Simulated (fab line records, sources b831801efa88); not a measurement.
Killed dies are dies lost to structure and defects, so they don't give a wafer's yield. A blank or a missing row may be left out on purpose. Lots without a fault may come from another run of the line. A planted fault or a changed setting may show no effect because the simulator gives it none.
fab line records | flow sky130
record lots=6 wafers=18 last_day=50
route steps=708 shown VT_ADJUST_HVTR@137 VT_ADJUST_PCH@143 SONOS_TUNNEL@154 PAD_OPEN@708
lots that met no fault: from a run of the same line without faults
start_h: hours from the record's first day to the start of the lot's first wafer shown | wait_h: hours since the lot's step before | " the same as in the row above | L1.1+2: a row that stands for several wafers | - no value, or no start given | * or withheld: withheld | < > ~ a bound
route shown NAME@n: a module of which the file shows steps, and the number in the route of the first | usual: mean/standard deviation of fault-free wafers | same: alike in all rows | chamber/n: place in a boat | sites: the reading at each site | _std_site: their standard deviation | _edge_site: outer sites' mean less inner sites' | radius_mm: how far each site lies from the wafer's centre | mask NAME#n: copy n | behind: the tool/chamber that last shaped the wafer | hold: why the lot was held/for how many hours/how that ended | device: the transistor (n, p or np) that didn't switch | end of line: the same wafers' tests at the end of the route | a step without rows: its recipe alone | killed: dies lost to structure and defects at the first sort, not the wafer's yield | map: a wafer's dies, x killed, . not, _ none there
set.NAME: the setting as run; set.NAME@STEP: as run at that earlier step | model.NAME: the simulator's own value behind a step, which no gauge read
lots at some steps of the route; a table a step, a row a wafer
services: from which hour (start_h, from the record's first day; less than 0 if before it) a tool's chamber was out of use, for how many hours, and why
## steps
# step SKY_VT_ADJUST_HVTR_DEVELOP_06
# recipe develop_time_s=60 dev_temp_c=23
# step SKY_VT_ADJUST_HVTR_CD_MEAS_07
# recipe target_cd_nm=380
# usual cd_nm=381/3.1
# columns lot.wafer tool chamber start_h wait_h cd_nm
L469.2 cd_sem-02 - 207.97 0.1 382
L469.5 " - " " 380
L469.6 " - " " 381
L471.2 cd_sem-01 - 221.26 0.1 379
L471.4 " - " " 380
L471.5 " - " " 378
L483.1 cd_sem-01 - 309.77 0.1 385
L483.4 " - " " 381
L483.5 " - " " 386
L487.3 cd_sem-01 - 346.23 0.1 380
L487.4 " - " " 382
L487.6 " - " " 381
L488.1 cd_sem-02 - 353.82 0.1 381
L488.2 " - " " 381
L488.4 " - " " 382
L489.2 cd_sem-01 - 361.51 0.1 384
L489.4 " - " " 381
L489.5 " - " " 380
# step SKY_VT_ADJUST_HVTR_OVL_MEAS_08
# usual VT_ADJUST_HVTR_OVL=-0.3/1.4
# columns lot.wafer tool chamber start_h wait_h VT_ADJUST_HVTR_OVL[nm]
L469.2 overlay-02 - 208.07 0.1 0.3
L469.5 " - " " -0.5
L469.6 " - " " -1.4
L471.2 overlay-02 - 221.37 0.1 -0.4
L471.4 " - " " 0.5
L471.5 " - " " -0.5
L483.1 overlay-01 - 309.89 0.1 1.5
L483.4 " - " " -0.1
L483.5 " - " " 1.1
L487.3 overlay-02 - 346.32 0.1 -0.9
L487.4 " - " " -1.2
L487.6 " - " " -0.8
L488.1 overlay-02 - 353.94 0.1 -0.4
L488.2 " - " " -1.0
L488.4 " - " " -0.4
L489.2 overlay-01 - 361.61 0.1 0.7
L489.4 " - " " 1.9
L489.5 " - " " 0.3
# step SKY_VT_ADJUST_HVTR_IMPLANT_09
# recipe species=B energy_kev=10 dose_cm2=2.1e+12 tilt_deg=withheld
# step SKY_VT_ADJUST_HVTR_STRIP_10
# recipe chemistry=O2/N2 power_w=1400 pressure_mtorr=1500 platen_temp_c=withheld o2_flow_sccm=3000 n2_flow_sccm=300 overash_fraction=0.5
# usual drypump_motor_current_A=5.8/0.47 oes_product_au=0.715/0.0045 strip_time_to_endpoint_s=14.18/0.04
# columns lot.wafer tool chamber start_h wait_h drypump_motor_current_A oes_product_au rf_hours_counter_h strip_time_to_endpoint_s
L469.2 plasma_asher-03 1 208.25 0.1 5.7 0.716 51 14.20
L469.5 " 1 " " 5.7 0.709 - 14.17
L469.6 " 0 " " 6.3 0.712 - 14.17
L471.2 plasma_asher-01 1 221.55 0.1 6.3 0.723 55 14.13
L471.4 " 0 " " 4.9 0.720 - 14.17
L471.5 " 0 " " 4.9 0.719 - 14.16
L483.1 plasma_asher-02 1 310.07 0.1 5.5 0.711 17 14.18
L483.4 " 0 " " 5.9 0.714 - 14.19
L483.5 " 0 " " 5.9 0.712 - 14.17
L487.3 plasma_asher-03 0 346.53 0.1 6.3 0.714 - 14.20
L487.4 " 1 " " 5.7 0.717 - 14.17
L487.6 " 0 " " 6.3 0.718 - 14.20
L488.1 plasma_asher-02 1 354.12 0.1 5.5 0.720 22 14.21
L488.2 " 0 " " 5.9 0.716 22 14.22
L488.4 " 1 " " 5.5 0.715 - 14.23
L489.2 plasma_asher-02 1 361.79 0.1 5.5 0.716 22 14.25
L489.4 " 1 " " 5.5 0.712 - 14.23
L489.5 " 1 " " 5.5 0.713 - 14.24
# step SKY_VT_ADJUST_HVTR_TW_MEAS_11
# usual VT_ADJUST_HVTR_TW=211.5/2.3
# columns lot.wafer tool chamber start_h wait_h VT_ADJUST_HVTR_TW
L469.2 film_metro-03 - 208.36 0.1 213.8
L469.5 " - " " 213.2
L469.6 " - " " 212.8
L471.2 film_metro-03 - 221.66 0.1 215.5
L471.4 " - " " 214.7
L471.5 " - " " 214.8
L483.1 film_metro-02 - 310.17 0.1 211.9
L483.4 " - " " 211.7
L483.5 " - " " 211.3
L487.3 film_metro-02 - 346.61 0.1 210.9
L487.4 " - " " 211.4
L487.6 " - " " 211.4
L488.1 film_metro-03 - 354.22 0.1 214.5
L488.2 " - " " 214.5
L488.4 " - " " 215.8
L489.2 film_metro-03 - 361.90 0.1 213.2
L489.4 " - " " 213.3
L489.5 " - " " 212.3
# step SKY_VT_ADJUST_PCH_DEHYDRATE_00
# recipe temp_c=200 time_s=60
# step SKY_VT_ADJUST_PCH_HMDS_01
# recipe prime_time_s=60 prime_temp_c=120
# step SKY_VT_ADJUST_PCH_COAT_02
# recipe spin_rpm=2000 resist_thk_nm=3000
# step SKY_VT_ADJUST_PCH_SOFTBAKE_03
# recipe temp_c=110 time_s=withheld
# step SKY_VT_ADJUST_PCH_EXPOSE_04
# recipe mask_id=NWM na=0.6 source_shape=conventional sigma_outer=0.6 polarization=unpolarized target_cd_nm=840 dose_mj=255
# step SKY_VT_ADJUST_PCH_PEB_05
# recipe temp_c=115 time_s=withheld
# step SKY_VT_ADJUST_PCH_DEVELOP_06
# recipe wall_angle_deg=90 developer=TMAH develop_time_s=60 dev_temp_c=23
# usual developer_temp_C=22.97/0.11
# columns lot.wafer tool chamber start_h wait_h developer_temp_C
L469.2 litho_track-02 0 230 - 23.09
L469.5 " 0 " " 23.04
L469.6 " 0 " " 23.12
L471.2 litho_track-04 0 244 - 23.08
L471.4 " 0 " " 22.96
L471.5 " 0 " " 23.11
L483.1 litho_track-02 0 335 - 22.90
L483.4 " 0 336 - 22.84
L483.5 " 0 " " 22.90
L487.3 litho_track-02 0 373 - 23.05
L487.4 " 0 " " 23.03
L487.6 " 0 " " 23.06
L488.1 litho_track-04 0 382 - 22.95
L488.2 " 0 " " 22.84
L488.4 " 0 " " 22.91
L489.2 litho_track-04 0 389 - 22.93
L489.4 " 0 " " 23.13
L489.5 " 0 " " 22.98
# step SKY_VT_ADJUST_PCH_OVL_MEAS_07
# usual VT_ADJUST_PCH_OVL=0.4/1.6
# columns lot.wafer tool chamber start_h wait_h VT_ADJUST_PCH_OVL[nm]
L469.2 overlay-01 - 230.30 - 2.7
L469.5 " - " " 0.6
L469.6 " - " " 1.1
L471.2 overlay-01 - 244.82 - -2.2
L471.4 " - " " 1.0
L471.5 " - " " -1.3
L483.1 overlay-01 - 336.15 - -
L483.4 " - " " -
L483.5 " - " " -
L487.3 overlay-02 - 373.36 - -
L487.4 " - " " -
L487.6 " - " " -
L488.1 overlay-01 - 382.62 - -0.8
L488.2 " - " " 2.2
L488.4 " - " " 1.4
L489.2 overlay-02 - 389.77 - -0.9
L489.4 " - " " -0.8
L489.5 " - " " -1.6
# step SKY_VT_ADJUST_PCH_IMPLANT_08
# recipe species=B energy_kev=10 dose_cm2=5e+11 tilt_deg=withheld
# step SKY_VT_ADJUST_PCH_STRIP_09
# recipe chemistry=O2/N2 power_w=1400 pressure_mtorr=1500 platen_temp_c=withheld o2_flow_sccm=3000 n2_flow_sccm=300 overash_fraction=0.5
# usual drypump_motor_current_A=5.8/0.47 oes_product_au=0.722/0.0042 strip_time_to_endpoint_s=36.94/0.11
# columns lot.wafer tool chamber start_h wait_h drypump_motor_current_A oes_product_au rf_hours_counter_h strip_time_to_endpoint_s
L469.2 plasma_asher-02 1 230.48 0.1 5.5 0.732 9 37.14
L469.5 " 0 " " 5.9 0.724 - 37.11
L469.6 " 1 " " 5.5 0.716 - 37.24
L471.2 plasma_asher-02 1 245.00 0.1 5.5 0.721 11 36.92
L471.4 " 0 " " 5.9 0.728 - 37.00
L471.5 " 1 " " 5.5 0.717 - 37.02
L483.1 plasma_asher-01 0 336.33 0.1 4.9 0.726 67 37.01
L483.4 " 1 " " 6.2 0.719 - 37.03
L483.5 " 0 " " 4.9 0.723 - 37.18
L487.3 plasma_asher-01 0 373.57 0.1 4.9 0.723 - 36.98
L487.4 " 1 " " 6.3 0.724 - 36.96
L487.6 " 0 " " 4.9 0.719 - 37.02
L488.1 plasma_asher-02 0 382.80 0.1 5.9 0.726 25 37.00
L488.2 " 1 " " 5.5 0.723 25 37.01
L488.4 " 1 " " 5.5 0.722 - 37.03
L489.2 plasma_asher-01 1 389.95 0.1 6.3 0.719 72 37.02
L489.4 " 0 " " 4.9 0.724 - 37.09
L489.5 " 1 " " 6.3 0.718 - 37.11
# step SKY_VT_ADJUST_PCH_TW_MEAS_10
# usual VT_ADJUST_PCH_TW=143.1/2
# columns lot.wafer tool chamber start_h wait_h VT_ADJUST_PCH_TW
L469.2 film_metro-01 - 230.59 0.1 140.3
L469.5 " - " " 140.0
L469.6 " - " " 139.9
L471.2 film_metro-04 - 245.11 0.1 144.3
L471.4 " - " " 145.0
L471.5 " - " " 144.8
L483.1 film_metro-03 - 336.43 0.1 30.6
L483.4 " - " " 30.4
L483.5 " - " " 30.4
L487.3 film_metro-03 - 373.65 0.1 30.5
L487.4 " - " " 30.3
L487.6 " - " " 30.3
L488.1 film_metro-03 - 382.90 0.1 144.2
L488.2 " - " " 144.4
L488.4 " - " " 144.5
L489.2 film_metro-01 - 390.06 0.1 140.0
L489.4 " - " " 138.8
L489.5 " - " " 139.7
# step SKY_SONOS_TUNNEL_DEHYDRATE_00
# recipe temp_c=200 time_s=60
# step SKY_PAD_OPEN_PROBE_99
# usual killed_at_M0_to_M3=44/7.2 killed_at_M4_up=3.4/2.1 killed_at_contacts=24/5.5 killed_at_front_end=15/4.6 killed_at_other=0.4/0.64 killed_dies=86/9.1 killed_on_rim=17/3.8 killed_open=47/7.5 killed_short=39/5.8
# same gross_dies=492 killed_at_back_side=0
# columns lot.wafer tool chamber start_h wait_h killed_at_M0_to_M3 killed_at_M4_up killed_at_contacts killed_at_front_end killed_at_other killed_dies killed_on_rim killed_open killed_short
L469.2 prober-02 - 1078.32 0.1 43 4 19 23 0 89 20 56 32
L469.5 prober-02 - 1078.47 0.2 35 3 27 17 4 86 14 53 29
L469.6 prober-02 - 1078.52 0.2 45 3 22 20 0 90 17 49 41
L471.2 prober-01 - 1101.06 0.1 41 3 38 10 0 92 21 57 35
L471.4 prober-01 - 1101.16 0.2 40 1 26 8 0 75 14 52 23
L471.5 prober-01 - 1101.21 0.2 35 5 32 12 0 84 15 49 35
L483.1 prober-01 - 1155.61 0.1 40 2 17 433 0 492 96 37 42
L483.4 prober-01 - 1155.76 0.2 45 11 19 417 0 492 96 54 43
L483.5 prober-01 - 1155.81 0.2 53 7 31 401 0 492 96 67 41
L487.3 prober-02 - 1181.26 0.2 46 2 26 418 0 492 96 58 38
L487.4 prober-02 - 1181.31 0.2 46 2 29 415 0 492 96 48 41
L487.6 prober-02 - 1181.41 0.2 34 2 34 421 1 492 96 41 50
L488.1 prober-01 - 1186.34 0.1 46 3 27 9 0 85 19 51 34
L488.2 prober-01 - 1186.39 0.1 44 5 28 12 0 89 17 48 41
L488.4 prober-01 - 1186.49 0.2 42 4 30 14 0 90 17 50 40
# killed by level:class
L469.2 VIA1:geometric_particle:open=10 CONTACT:geometric_particle:open=9 POLY_GATE:geometric_particle:open=7 VIA2:geometric_particle:open=7 METAL2:geometric_particle:short=6 FIELD_ISO:geometric_particle:open=5 VIA3:geometric_particle:open=5 POLY_GATE:geometric_particle:short=4
L469.5 CONTACT:geometric_particle:open=11 LI_CONTACT:geometric_particle:open=10 VIA1:geometric_particle:open=7 VIA3:geometric_particle:open=7 FIELD_ISO:geometric_particle:open=4 VIA2:geometric_particle:short=4 CONTACT:geometric_particle:short=4 METAL2:geometric_particle:short=4
L469.6 VIA1:geometric_particle:open=12 CONTACT:geometric_particle:open=11 LI_CONTACT:geometric_particle:open=7 VIA1:geometric_particle:short=5 VIA3:geometric_particle:open=5 FIELD_ISO:geometric_particle:open=4 FIELD_ISO:geometric_particle:short=4 POLY_GATE:geometric_particle:short=4
L471.2 LI_CONTACT:geometric_particle:open=18 CONTACT:geometric_particle:open=9 VIA2:geometric_particle:open=9 METAL2:geometric_particle:short=8 VIA1:geometric_particle:open=7 LOCAL_INTERCONNECT:geometric_particle:short=5 VIA1:geometric_particle:short=5 CONTACT:geometric_particle:short=4
L471.4 VIA1:geometric_particle:open=11 LI_CONTACT:geometric_particle:open=8 VIA2:geometric_particle:open=8 CONTACT:geometric_particle:open=7 VIA3:geometric_particle:open=7 VIA1:geometric_particle:short=4 LOCAL_INTERCONNECT:geometric_particle:short=4 CONTACT:geometric_particle:short=3
L471.5 CONTACT:geometric_particle:open=12 VIA1:geometric_particle:open=11 LI_CONTACT:geometric_particle:open=10 VIA3:geometric_particle:open=6 METAL4:geometric_particle:short=5 LI_CONTACT:geometric_particle:short=4 METAL2:geometric_particle:short=4 METAL1:geometric_particle:short=4
L483.1 VT_ADJUST_PCH:area_develop=413 VIA3:geometric_particle:open=9 POLY_GATE:geometric_particle:open=7 CONTACT:geometric_particle:short=6 VIA1:geometric_particle:open=6 CONTACT:geometric_particle:open=5 METAL1:geometric_particle:short=5 METAL2:geometric_particle:short=5
L483.4 VT_ADJUST_PCH:area_develop=395 VIA1:geometric_particle:open=13 VIA2:geometric_particle:open=8 FIELD_ISO:geometric_particle:short=7 METAL4:geometric_particle:short=7 METAL3:geometric_particle:short=6 FIELD_ISO:geometric_particle:open=6 METAL1:geometric_particle:short=5
L483.5 VT_ADJUST_PCH:area_develop=384 LI_CONTACT:geometric_particle:open=13 VIA1:geometric_particle:open=13 CONTACT:geometric_particle:open=7 VIA3:geometric_particle:open=7 CONTACT:geometric_particle:short=6 METAL1:geometric_particle:short=6 FIELD_ISO:geometric_particle:open=5
L487.3 VT_ADJUST_PCH:area_develop=395 VIA1:geometric_particle:open=16 CONTACT:geometric_particle:open=10 FIELD_ISO:geometric_particle:open=8 LI_CONTACT:geometric_particle:open=6 LOCAL_INTERCONNECT:geometric_particle:short=6 METAL2:geometric_particle:short=6 VIA3:geometric_particle:open=5
L487.4 VT_ADJUST_PCH:area_develop=403 CONTACT:geometric_particle:open=13 METAL1:geometric_particle:short=9 VIA2:geometric_particle:open=8 METAL2:geometric_particle:short=6 LI_CONTACT:geometric_particle:open=5 LOCAL_INTERCONNECT:geometric_particle:short=5 FIELD_ISO:geometric_particle:open=4
L487.6 VT_ADJUST_PCH:area_develop=399 CONTACT:geometric_particle:open=10 LI_CONTACT:geometric_particle:open=8 LOCAL_INTERCONNECT:geometric_particle:short=8 METAL1:geometric_particle:short=8 FIELD_ISO:geometric_particle:open=6 VIA1:geometric_particle:short=6 CONTACT:geometric_particle:short=6
L488.1 VIA1:geometric_particle:open=13 CONTACT:geometric_particle:open=12 METAL1:geometric_particle:short=9 VIA2:geometric_particle:open=8 LI_CONTACT:geometric_particle:open=5 LOCAL_INTERCONNECT:geometric_particle:short=4 CONTACT:geometric_particle:short=4 METAL3:geometric_particle:short=4
L488.2 LI_CONTACT:geometric_particle:open=9 METAL2:geometric_particle:short=9 CONTACT:geometric_particle:short=8 CONTACT:geometric_particle:open=7 VIA1:geometric_particle:open=6 VIA3:geometric_particle:short=6 VIA2:geometric_particle:open=6 METAL1:geometric_particle:short=5
L488.4 LI_CONTACT:geometric_particle:open=8 VIA2:geometric_particle:open=8 VIA1:geometric_particle:open=7 LI_CONTACT:geometric_particle:short=6 CONTACT:geometric_particle:open=6 VIA1:geometric_particle:short=6 VIA3:geometric_particle:open=6 FIELD_ISO:geometric_particle:open=5
# map L483.1 (x killed, . not)
__________xxxxxxxxxx_________
________xxxxxxxxxxxxxx_______
______xxxxxxxxxxxxxxxxxx_____
_____xxxxxxxxxxxxxxxxxxxx____
____xxxxxxxxxxxxxxxxxxxxxx___
___xxxxxxxxxxxxxxxxxxxxxxxx__
__xxxxxxxxxxxxxxxxxxxxxxxxxx_
_xxxxxxxxxxxxxxxxxxxxxxxxxxxx
_xxxxxxxxxxxxxxxxxxxxxxxxxxxx
_xxxxxxxxxxxxxxxxxxxxxxxxxxxx
_xxxxxxxxxxxxxxxxxxxxxxxxxxxx
_xxxxxxxxxxxxxxxxxxxxxxxxxxxx
_xxxxxxxxxxxxxxxxxxxxxxxxxxxx
_xxxxxxxxxxxxxxxxxxxxxxxxxxxx
_xxxxxxxxxxxxxxxxxxxxxxxxxxxx
__xxxxxxxxxxxxxxxxxxxxxxxxxx_
___xxxxxxxxxxxxxxxxxxxxxxxx__
____xxxxxxxxxxxxxxxxxxxxxx___
_____xxxxxxxxxxxxxxxxxxxx____
______xxxxxxxxxxxxxxxxxx_____
________xxxxxxxxxxxxxx_______
__________xxxxxxxxxx_________
# map L487.3 (x killed, . not)
__________xxxxxxxxxx_________
________xxxxxxxxxxxxxx_______
______xxxxxxxxxxxxxxxxxx_____
_____xxxxxxxxxxxxxxxxxxxx____
____xxxxxxxxxxxxxxxxxxxxxx___
___xxxxxxxxxxxxxxxxxxxxxxxx__
__xxxxxxxxxxxxxxxxxxxxxxxxxx_
_xxxxxxxxxxxxxxxxxxxxxxxxxxxx
_xxxxxxxxxxxxxxxxxxxxxxxxxxxx
_xxxxxxxxxxxxxxxxxxxxxxxxxxxx
_xxxxxxxxxxxxxxxxxxxxxxxxxxxx
_xxxxxxxxxxxxxxxxxxxxxxxxxxxx
_xxxxxxxxxxxxxxxxxxxxxxxxxxxx
_xxxxxxxxxxxxxxxxxxxxxxxxxxxx
_xxxxxxxxxxxxxxxxxxxxxxxxxxxx
__xxxxxxxxxxxxxxxxxxxxxxxxxx_
___xxxxxxxxxxxxxxxxxxxxxxxx__
____xxxxxxxxxxxxxxxxxxxxxx___
_____xxxxxxxxxxxxxxxxxxxx____
______xxxxxxxxxxxxxxxxxx_____
________xxxxxxxxxxxxxx_______
__________xxxxxxxxxx_________
## services
# columns tool chamber start_h hours kind
plasma_asher-03 - 195.35 0.7 repair
plasma_asher-03 - 270.16 0.9 repair
plasma_asher-01 - 271.65 1.9 repair
plasma_asher-02 - 298.03 3.2 repair
plasma_asher-01 - 311.27 0.5 repair
litho_track-04 - 327.91 - consumable_replace:filter
litho_track-02 - 348.06 - consumable_replace:filter
plasma_asher-02 - 350.67 2.8 repair
plasma_asher-03 - 373.74 6.5 repair
## key
first_sign step=SKY_VT_ADJUST_PCH_OVL_MEAS_07 reading=VT_ADJUST_PCH_OVL direction=missing
effect step=SKY_VT_ADJUST_PCH_TW_MEAS_10 reading=VT_ADJUST_PCH_TW direction=down sigmas=55 usual=143.1 struck=30.4
effect step=SKY_PAD_OPEN_PROBE_99 reading=killed_at_front_end direction=up sigmas=87 usual=15 struck=418
more_kills_born_at SKY_VT_ADJUST_PCH_DEVELOP_06@litho_track-02=2389
met_at SKY_VT_ADJUST_PCH_DEVELOP_06
struck_wafers L483.1,L483.4,L483.5,L487.3,L487.4,L487.6
tester_left_out L483,L487
onset_between 230 335
fault kind=process_parameter_drift tool=litho_track-02 chamber=- onset_h=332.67 steps=SKY_VT_ADJUST_PCH_DEVELOP_06 channel=develop_time_s offset=* shape=step end_h=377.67 acts_in=* stated=*
# tester_left_out: of these lots the tester's yield and bins aren't shown, on N5 and GAA mostly nor the transistor test; their killed dies are dies lost to structure and defects alone, not to doping, threshold or leakage, so they don't give the yield
